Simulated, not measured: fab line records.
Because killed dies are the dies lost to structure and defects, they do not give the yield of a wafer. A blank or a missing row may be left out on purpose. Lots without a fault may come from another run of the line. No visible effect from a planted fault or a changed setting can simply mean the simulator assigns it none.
Commonality check across tools || flow gf180mcu || Lots sampled 13, wafers sampled 45

== THE REASON FOR OPENING IT ==
Of 13 lots, 2 have the reading NWELL_RS flagged at GF_VT_IMPLANT_RS_MEAS_47. Fault-free wafers read 487.4 ohm/sq, with a standard deviation of 1.3.
Rule: flag the lot when none of its wafers has a number, or when each of its wafers that has one lies beyond 4 standard deviations from that mean. The other lots count as sound.

{"lot": "L322", "measured": "day 7 21:51", "on": "film_metro-01", "NWELL_RS (ohm/sq), wafer by wafer": "487.7 487.7 488.8", "flag": ""}
{"lot": "L323", "measured": "day 8 01:07", "on": "film_metro-01", "NWELL_RS (ohm/sq), wafer by wafer": "486.7 487.8 487.3", "flag": ""}
{"lot": "L324", "measured": "day 8 11:01", "on": "film_metro-04", "NWELL_RS (ohm/sq), wafer by wafer": "484.2 484.9 485.3", "flag": ""}
{"lot": "L325", "measured": "day 8 15:39", "on": "film_metro-01", "NWELL_RS (ohm/sq), wafer by wafer": "486.0 485.1 486.2", "flag": ""}
{"lot": "L326", "measured": "day 9 05:17", "on": "film_metro-01", "NWELL_RS (ohm/sq), wafer by wafer": "486.2 485.8 485.0", "flag": ""}
{"lot": "L328", "measured": "day 9 16:11", "on": "film_metro-04", "NWELL_RS (ohm/sq), wafer by wafer": "486.0 488.7 487.5", "flag": ""}
{"lot": "L329", "measured": "day 9 20:34", "on": "film_metro-02", "NWELL_RS (ohm/sq), wafer by wafer": "489.5 489.5 488.6", "flag": ""}
{"lot": "L332", "measured": "day 10 19:33", "on": "film_metro-04", "NWELL_RS (ohm/sq), wafer by wafer": "478.2 478.6 478.9 479.9 478.4 477.8", "flag": "FLAGGED"}
{"lot": "L333", "measured": "day 11 03:59", "on": "film_metro-04", "NWELL_RS (ohm/sq), wafer by wafer": "477.7 479.5 478.3 479.5 479.2 478.2", "flag": "FLAGGED"}
{"lot": "L339", "measured": "day 12 16:33", "on": "film_metro-02", "NWELL_RS (ohm/sq), wafer by wafer": "485.9 485.3 486.1", "flag": ""}
{"lot": "L342", "measured": "day 13 14:59", "on": "film_metro-02", "NWELL_RS (ohm/sq), wafer by wafer": "486.9 487.9 487.4", "flag": ""}
{"lot": "L343", "measured": "day 13 22:05", "on": "film_metro-02", "NWELL_RS (ohm/sq), wafer by wafer": "486.2 486.5 486.1", "flag": ""}
{"lot": "L344", "measured": "day 14 02:14", "on": "film_metro-01", "NWELL_RS (ohm/sq), wafer by wafer": "487.6 488.8 487.7", "flag": ""}
On average the flagged lots' numbers are 478.7 ohm/sq, which is -8.7 ohm/sq against the usual, or -7 standard deviations.

== WHICH TOOL EACH LOT WENT THROUGH ==
The record keeps 1 process step preceding the reading, out of 602 steps on the route. Cell contents, in order: the tool; ch with the chambers the sampled wafers went through; the start.
{"lot": "L322", "flag": "", "GF_NWELL_IMPLANT_08": "implanter-04 ch 0, day 3 12:32"}
{"lot": "L323", "flag": "", "GF_NWELL_IMPLANT_08": "implanter-03 ch 0, day 3 15:49"}
{"lot": "L324", "flag": "", "GF_NWELL_IMPLANT_08": "implanter-03 ch 0, day 3 23:13"}
{"lot": "L325", "flag": "", "GF_NWELL_IMPLANT_08": "implanter-04 ch 0, day 4 03:50"}
{"lot": "L326", "flag": "", "GF_NWELL_IMPLANT_08": "implanter-02 ch 0, day 4 13:58"}
{"lot": "L328", "flag": "", "GF_NWELL_IMPLANT_08": "implanter-04 ch 0, day 4 21:46"}
{"lot": "L329", "flag": "", "GF_NWELL_IMPLANT_08": "implanter-02 ch 0, day 5 02:34"}
{"lot": "L332", "flag": "FLAGGED", "GF_NWELL_IMPLANT_08": "implanter-04 ch 0, day 5 21:08"}
{"lot": "L333", "flag": "FLAGGED", "GF_NWELL_IMPLANT_08": "implanter-04 ch 0, day 6 03:23"}
{"lot": "L339", "flag": "", "GF_NWELL_IMPLANT_08": "implanter-02 ch 0, day 7 10:02"}
{"lot": "L342", "flag": "", "GF_NWELL_IMPLANT_08": "implanter-03 ch 0, day 8 02:52"}
{"lot": "L343", "flag": "", "GF_NWELL_IMPLANT_08": "implanter-02 ch 0, day 8 10:05"}
{"lot": "L344", "flag": "", "GF_NWELL_IMPLANT_08": "implanter-03 ch 0, day 8 14:28"}
What the steps here do:
- GF_NWELL_IMPLANT_08
- GF_VT_IMPLANT_RS_MEAS_47: measures by four-point-probe.

== FLAGGED AGAINST TOTAL, ONE TOOL AT A TIME (gauges that did the reading follow at the end) ==
{"step": "GF_NWELL_IMPLANT_08", "tool": "implanter-02", "lots run": 4, "flagged": 0, "share of the flagged lots": "none", "sound lots run after its first flagged lot": "-"}
{"step": "GF_NWELL_IMPLANT_08", "tool": "implanter-03", "lots run": 4, "flagged": 0, "share of the flagged lots": "none", "sound lots run after its first flagged lot": "-"}
{"step": "GF_NWELL_IMPLANT_08", "tool": "implanter-04", "lots run": 5, "flagged": 2, "share of the flagged lots": "all", "sound lots run after its first flagged lot": 0}
{"step": "GF_VT_IMPLANT_RS_MEAS_47", "tool": "film_metro-01", "lots run": 5, "flagged": 0, "share of the flagged lots": "none", "sound lots run after its first flagged lot": "-"}
{"step": "GF_VT_IMPLANT_RS_MEAS_47", "tool": "film_metro-02", "lots run": 4, "flagged": 0, "share of the flagged lots": "none", "sound lots run after its first flagged lot": "-"}
{"step": "GF_VT_IMPLANT_RS_MEAS_47", "tool": "film_metro-04", "lots run": 4, "flagged": 2, "share of the flagged lots": "all", "sound lots run after its first flagged lot": 0}

== THE TABLE: WHAT IT ALLOWS ==
2 rows of the table ran every flagged lot: implanter-04 at GF_NWELL_IMPLANT_08, film_metro-04 at GF_VT_IMPLANT_RS_MEAS_47.
- implanter-04 at GF_NWELL_IMPLANT_08 ran 5 lots, 2 of them flagged. A fault beginning between L328 (day 4 21:46), its last sound lot, and L332 (day 5 21:08), its first flagged one, fits the data. Its own readings lie more than 4 standard deviations out on every wafer of the flagged lots: beam_energy_keV.
- film_metro-04 at GF_VT_IMPLANT_RS_MEAS_47 ran 4 lots, 2 of them flagged. A fault beginning between L328 (day 9 16:11), its last sound lot, and L332 (day 10 19:33), its first flagged one, fits the data.
Counting lots can't tell these 2 tools apart, because each fits a fault that began at some hour. More lots, or a look at what each step does to the wafer, might.

== WHAT WAS PUT IN BY THE SIMULATOR ==
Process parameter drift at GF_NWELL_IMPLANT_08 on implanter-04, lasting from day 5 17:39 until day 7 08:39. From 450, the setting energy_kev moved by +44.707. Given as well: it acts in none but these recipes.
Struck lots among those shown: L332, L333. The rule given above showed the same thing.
